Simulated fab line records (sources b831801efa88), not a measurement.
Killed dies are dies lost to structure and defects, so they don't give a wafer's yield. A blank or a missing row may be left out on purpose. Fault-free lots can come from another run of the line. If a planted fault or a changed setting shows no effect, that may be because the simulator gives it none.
Which tool is to blame? | flow gf180mcu | 12 lots, 36 wafers sampled, at 6 steps of a route of 602

## WHAT THE GAUGES READ, wafer by wafer
GF_M1_CD_MEAS_14: the cd target is 230 nm. Usual: 229.8 nm for cdNm, sd 1.2.
lot  | measured     | on       | cdNm (nm)         | flag
L957 | day 17 13:00 | cdSem-01 | 229.7 229.1 228.4 | 
L958 | day 17 21:53 | cdSem-02 | 229.4 229.1 230.1 | 
L959 | day 18 16:13 | cdSem-02 | 231.4 231.1 230.3 | 
L961 | day 18 18:04 | cdSem-02 | 229.9 228.4 229.6 | 
L963 | day 19 15:53 | cdSem-02 | 228.6 228.8 229.6 | 
L965 | day 20 12:46 | cdSem-02 | 229.2 228.8 229.6 | 
L966 | day 20 19:55 | cdSem-01 | 227.6 229.1 229.5 | 
L969 | day 22 09:22 | cdSem-01 | 228.6 230.1 230.4 | 
L975 | day 23 21:00 | cdSem-02 | 230.3 230.3 230.2 | 
L977 | day 24 16:16 | cdSem-01 | 230.8 229.7 231.3 | 
L978 | day 25 00:52 | cdSem-01 | 230.2 230.2 230.5 | 
L979 | day 25 09:33 | cdSem-02 | 228.6 229.8 229.2 | 

GF_V1_RS_MEAS_24: measures by four-point-probe. Usual: V1_W_RS 0.329 ohm/sq, standard deviation 0.004.
lot  | measured     | on           | V1_W_RS (ohm/sq)  | flag
L957 | day 18 15:35 | filmMetro-04 | 0.334 0.333 0.329 | 
L958 | day 18 23:55 | filmMetro-04 | 0.326 0.327 0.322 | 
L959 | day 19 18:47 | filmMetro-04 | 0.327 0.333 0.337 | 
L961 | day 19 21:05 | filmMetro-04 | 0.331 0.325 0.326 | 
L963 | day 20 18:58 | filmMetro-01 | 0.325 0.326 0.321 | 
L965 | day 21 15:00 | filmMetro-01 | 0.327 0.327 0.337 | 
L966 | day 21 22:13 | filmMetro-01 | 0.333 0.342 0.342 | 
L969 | day 23 11:36 | filmMetro-01 | 0.333 0.353 0.331 | 
L975 | day 24 21:04 | filmMetro-01 | 0.328 0.334 0.328 | 
L977 | day 25 16:04 | filmMetro-04 | 0.337 0.336 0.337 | 
L978 | day 26 00:35 | filmMetro-01 | 0.327 0.326 0.329 | 
L979 | day 26 09:02 | filmMetro-01 | 0.331 0.332 0.334 | 

GF_V1_THK_MEAS_25: measures by xrf. Usual: V1_W_THK 341 nm, standard deviation 4.6.
lot  | measured     | on           | V1_W_THK (nm) | flag
L957 | day 18 15:41 | filmMetro-04 | 339 339 343   | 
L958 | day 19 00:02 | filmMetro-04 | 347 345 349   | 
L959 | day 19 18:55 | filmMetro-04 | 345 340 334   | 
L961 | day 19 21:11 | filmMetro-04 | 343 346 346   | 
L963 | day 20 19:05 | filmMetro-01 | 343 342 348   | 
L965 | day 21 15:06 | filmMetro-01 | 343 340 331   | 
L966 | day 21 22:20 | filmMetro-01 | 335 326 327   | 
L969 | day 23 11:43 | filmMetro-01 | 336 317 338   | 
L975 | day 24 21:10 | filmMetro-01 | 340 335 341   | 
L977 | day 25 16:11 | filmMetro-04 | 334 337 337   | 
L978 | day 26 00:42 | filmMetro-01 | 342 345 341   | 
L979 | day 26 09:08 | filmMetro-01 | 338 338 335   | 

## TOOL THAT RAN EACH LOT (tool first, then ch and the chambers of the sampled wafers, then the start)
lot  | GF_V1_CVD_02                    | GF_V1_SPUTTER_22            | GF_V1_CVD_23
L957 | pecvd-01 ch 0,1, day 17 13:57   | pvdSputter-03, day 18 15:25 | cvdW-01 ch 0,1, day 18 15:27
L958 | pecvd-01 ch 0,2, day 17 22:53   | pvdSputter-03, day 18 23:46 | cvdW-02 ch 0,1, day 18 23:48
L959 | pecvd-01 ch 0,1, day 18 17:08   | pvdSputter-01, day 19 18:38 | cvdW-01 ch 0,1, day 19 18:41
L961 | pecvd-04 ch 1,2, day 18 19:05   | pvdSputter-02, day 19 20:53 | cvdW-01 ch 0,1, day 19 20:58
L963 | pecvd-04 ch 1,2, day 19 16:54   | pvdSputter-01, day 20 18:48 | cvdW-02 ch 0,1, day 20 18:50
L965 | pecvd-04 ch 0,1,2, day 20 13:42 | pvdSputter-03, day 21 14:49 | cvdW-01 ch 0,1, day 21 14:53
L966 | pecvd-01 ch 0,1,2, day 20 20:50 | pvdSputter-02, day 21 22:03 | cvdW-02 ch 0,1, day 21 22:05
L969 | pecvd-03 ch 0,1, day 22 10:40   | pvdSputter-03, day 23 11:27 | cvdW-02 ch 0,1, day 23 11:29
L975 | pecvd-01 ch 0,1,2, day 23 21:55 | pvdSputter-02, day 24 20:53 | cvdW-01 ch 0,1, day 24 20:56
L977 | pecvd-04 ch 1,2, day 24 17:13   | pvdSputter-02, day 25 15:55 | cvdW-01 ch 0,1, day 25 15:57
L978 | pecvd-03 ch 0,1,2, day 25 01:48 | pvdSputter-03, day 26 00:26 | cvdW-02 ch 0,1, day 26 00:28
L979 | pecvd-03 ch 0,2, day 25 10:30   | pvdSputter-03, day 26 08:52 | cvdW-01 ch 0,1, day 26 08:54
- GF_V1_CVD_02: deposits SiO2 from TEOS, target thk 850 nm, time 94.851 s.
- GF_V1_SPUTTER_22: material TiN, target thk 10 nm, time 40 s.
- GF_V1_CVD_23: deposits W, target thk 350 nm, time 105.05 s.

## AS READ BY THE TOOLS THEMSELVES (means over the sampled wafers that have a number; for cases with no such wafer, the mark the record gives instead)
GF_V1_CVD_02. Usual: 732 W for heaterPowerW, sd 120.
lot  | tool     | heaterPowerW (W) | flag
L957 | pecvd-01 | 715              | 
L958 | pecvd-01 | 688              | 
L959 | pecvd-01 | 628              | 
L961 | pecvd-04 | 695              | 
L963 | pecvd-04 | 705              | 
L965 | pecvd-04 | 736              | 
L966 | pecvd-01 | 630              | 
L969 | pecvd-03 | 790              | 
L975 | pecvd-01 | 571              | 
L977 | pecvd-04 | 720              | 
L978 | pecvd-03 | 838              | 
L979 | pecvd-03 | 891              | 

GF_V1_SPUTTER_22. Usual: cathodeDcPowerW 4000.1 W, standard deviation 0.63; throttleValvePct 30.6 %, standard deviation 0.96.
lot  | tool          | cathodeDcPowerW (W) | throttleValvePct (%) | flag
L957 | pvdSputter-03 | 3999.6              | 30.9                 | 
L958 | pvdSputter-03 | 4000.7              | 30.1                 | 
L959 | pvdSputter-01 | 3999.8              | 30.4                 | 
L961 | pvdSputter-02 | 3999.9              | 30.7                 | 
L963 | pvdSputter-01 | 4000.0              | 30.4                 | 
L965 | pvdSputter-03 | 4001.0              | 29.8                 | 
L966 | pvdSputter-02 | 4000.2              | 31.1                 | 
L969 | pvdSputter-03 | 4000.0              | 30.1                 | 
L975 | pvdSputter-02 | 3999.5              | 31.3                 | 
L977 | pvdSputter-02 | 4000.1              | 31.2                 | 
L978 | pvdSputter-03 | 3999.8              | 30.5                 | 
L979 | pvdSputter-03 | 4000.4              | 29.5                 | 

GF_V1_CVD_23. Usual: 882 W for heaterPowerW, sd 70.
lot  | tool    | heaterPowerW (W) | flag
L957 | cvdW-01 | 848              | 
L958 | cvdW-02 | 948              | 
L959 | cvdW-01 | 831              | 
L961 | cvdW-01 | 843              | 
L963 | cvdW-02 | 933              | 
L965 | cvdW-01 | 803              | 
L966 | cvdW-02 | 942              | 
L969 | cvdW-02 | 938              | 
L975 | cvdW-01 | 796              | 
L977 | cvdW-01 | 863              | 
L978 | cvdW-02 | 951              | 
L979 | cvdW-01 | 802              | 

## THE ANSWER, worked out from the rows above alone
Rule: lot off if the mean of its wafers having a number is beyond 3 standard deviations from the usual mean. A lot without any number at a reading at which 4 lots or more have one is off too. Any other lot the step has rows for is counted as sound. The gauges are gone through in route order, then the tools' own readings, and for those a lot's mean is taken as printed above. At the first step where some lot is off, the reading lying furthest off is the one used; lots without a number count as furthest.
Nothing can be told from this: no lot is off at any reading shown.

## WHAT WAS PUT IN BY THE SIMULATOR
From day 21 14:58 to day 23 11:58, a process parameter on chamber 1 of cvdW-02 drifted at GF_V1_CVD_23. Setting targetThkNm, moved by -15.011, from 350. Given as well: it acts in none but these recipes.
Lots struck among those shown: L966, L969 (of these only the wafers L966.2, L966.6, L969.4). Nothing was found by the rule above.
